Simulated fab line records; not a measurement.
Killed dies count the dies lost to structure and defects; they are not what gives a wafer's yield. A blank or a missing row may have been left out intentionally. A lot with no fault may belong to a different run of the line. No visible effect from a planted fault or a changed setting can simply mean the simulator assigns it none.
Which tool did it?	flow gf180mcu	13 lots, 39 wafers sampled, at 4 steps of a route of 602

== WHAT THE GAUGES SHOWED, per wafer ==
GF_M3_CD_MEAS_14: the cd target is 280 nm.
lot	measured	on	cdNm (nm)
L897	day 21 13:31	cdSem-01	278.7 279.6 279.5
L898	day 21 22:40	cdSem-02	279.9 281.1 282.0
L899	day 22 07:08	cdSem-02	280.9 282.1 280.6
L902	day 23 02:29	cdSem-01	281.4 281.2 281.9
L903	day 23 09:12	cdSem-02	278.3 278.1 279.5
L909	day 25 10:58	cdSem-02	278.4 279.7 278.6
L910	day 25 19:07	cdSem-02	278.7 279.2 278.9
L912	day 26 13:19	cdSem-02	281.8 280.6 281.4
L913	day 26 21:17	cdSem-02	277.9 279.5 278.6
L916	day 27 21:11	cdSem-01	282.3 281.7 283.1
L918	day 28 08:07	cdSem-02	278.9 278.1 279.4
L919	day 28 10:27	cdSem-01	279.8 280.0 280.8
L920	day 28 19:20	cdSem-02	280.7 281.3 280.8

GF_V3_THK_MEAS_01.
lot	measured	on	V3_CVD_00_THK (nm)
L897	day 21 14:22	filmMetro-03	589 598 602
L898	day 21 23:32	filmMetro-04	594 598 598
L899	day 22 08:01	filmMetro-03	597 599 602
L902	day 23 03:21	filmMetro-03	598 602 601
L903	day 23 10:25	filmMetro-04	594 607 597
L909	day 25 11:51	filmMetro-01	608 601 605
L910	day 25 19:59	filmMetro-01	602 603 602
L912	day 26 14:11	filmMetro-04	605 609 599
L913	day 26 22:18	filmMetro-03	598 598 596
L916	day 27 22:12	filmMetro-03	589 589 591
L918	day 28 08:59	filmMetro-04	602 596 602
L919	day 28 11:26	filmMetro-04	597 598 592
L920	day 28 20:19	filmMetro-03	602 594 608

GF_V5_THK_MEAS_03.
lot	measured	on	V5_CVD_02_THK (nm)
L897	day 26 11:34	filmMetro-04	1457 1465 1478
L898	day 26 19:31	filmMetro-04	1437 1444 1460
L899	day 27 05:16	filmMetro-04	1443 1462 1468
L902	day 27 21:04	filmMetro-01	1441 1469 1474
L903	day 28 03:35	filmMetro-01	1460 1480 1447
L909	day 30 00:34	filmMetro-04	1402 1416 1447
L910	day 30 07:22	filmMetro-01	1448 1480 1481
L912	day 30 22:17	filmMetro-04	1440 1469 1450
L913	day 31 05:46	filmMetro-03	1445 1476 1474
L916	day 32 01:27	filmMetro-03	1417 1428 1469
L918	day 32 10:22	filmMetro-03	1453 1470 1466
L919	day 32 12:19	filmMetro-04	1445 1447 1461
L920	day 32 19:16	filmMetro-04	1452 1449 1465

== EACH LOT AND THE TOOL THAT RAN IT (in order: tool; ch and the chambers of the sampled wafers; start) ==
lot	GF_V3_ETCH_16
L897	rieDiel-01 ch 0,3, day 22 13:44
L898	rieDiel-03 ch 1,2, day 22 23:14
L899	rieDiel-03 ch 0,2,3, day 23 07:26
L902	rieDiel-04 ch 1,2, day 24 02:08
L903	rieDiel-01 ch 1,3, day 24 08:58
L909	rieDiel-01 ch 1,3, day 26 10:08
L910	rieDiel-04 ch 0,1,3, day 26 18:05
L912	rieDiel-04 ch 0,1, day 27 11:23
L913	rieDiel-04 ch 0,3, day 27 19:23
L916	rieDiel-03 ch 0,1,3, day 28 18:38
L918	rieDiel-04 ch 0,2,3, day 29 04:56
L919	rieDiel-04 ch 2,3, day 29 07:17
L920	rieDiel-04 ch 1,2,3, day 29 15:44
- GF_V3_ETCH_16: etches BARC in N2/H2.

== WHAT THE TOOLS THEMSELVES READ (means of the sampled wafers that have a number; where no wafer has one, the mark that the record gives instead) ==
GF_V3_ETCH_16.
lot	tool	drypumpMotorCurrentA (A)	oesProductAu (a.u.)	rfFwdPowerW (W)	throttleValvePct (%)
L897	rieDiel-01	5.8	0.852	495.3	13.229
L898	rieDiel-03	4.9	0.852	495.1	13.230
L899	rieDiel-03	5.2	0.858	496.4	13.220
L902	rieDiel-04	5.3	0.854	494.4	13.233
L903	rieDiel-01	5.8	0.854	491.5	13.231
L909	rieDiel-01	5.8	0.828	426.6	13.224
L910	rieDiel-04	5.4	0.857	492.8	13.232
L912	rieDiel-04	5.1	0.851	495.3	13.225
L913	rieDiel-04	5.2	0.853	493.5	13.217
L916	rieDiel-03	5.3	0.850	494.7	13.225
L918	rieDiel-04	5.3	0.867	492.7	13.226
L919	rieDiel-04	5.4	0.859	491.3	13.218
L920	rieDiel-04	5.5	0.858	492.4	13.223

== THE ANSWER, worked out from the rows above alone ==
Rule: the lots themselves supply what counts as usual. Put in order of their means at a reading, lots are off if they are a third of the lots or fewer, leave a main group of 4 or more, and stand apart from it by a gap of 3 or more times the standard deviation of the main group's means; of several such gaps the widest counts. If all means in a main group match to the digits the tables above print for the reading, that group is not used. Also off: a lot with no number at a reading for which 4 or more lots have one. Any other lot the step has rows for is counted as sound. The gauges are gone through in route order, then the tools' own readings, and for those a lot's mean is taken as printed above. At the first step where some lot is off, the reading lying furthest off is the one used; lots without a number count as furthest.
Off: L909, at GF_V3_ETCH_16 (rfFwdPowerW). The main group: mean 493.8 W, standard deviation 1.6.
A tool fits if, at that step or a process step before it, it ran every lot that is off, and no sound lot after the first of them. One candidate fits, namely rieDiel-01 at GF_V3_ETCH_16. Its last sound lot is L903 (day 24 08:58), its first lot that is off L909 (day 26 10:08): a fault that began between those two fits.
The tool's own readings at GF_V3_ETCH_16 bear it out: on the lots that are off they differ by more than 5 times the standard deviation of the sound lots' means. oesProductAu reads 0.828 a.u. there against 0.855 a.u. on the sound lots; rfFwdPowerW reads 426.6 W there against 493.8 W on the sound lots.

== WHAT THE SIMULATOR HAD INSERTED ==
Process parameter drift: rieDiel-01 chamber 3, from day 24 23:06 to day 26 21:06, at GF_V3_ETCH_16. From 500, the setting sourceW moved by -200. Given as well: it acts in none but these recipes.
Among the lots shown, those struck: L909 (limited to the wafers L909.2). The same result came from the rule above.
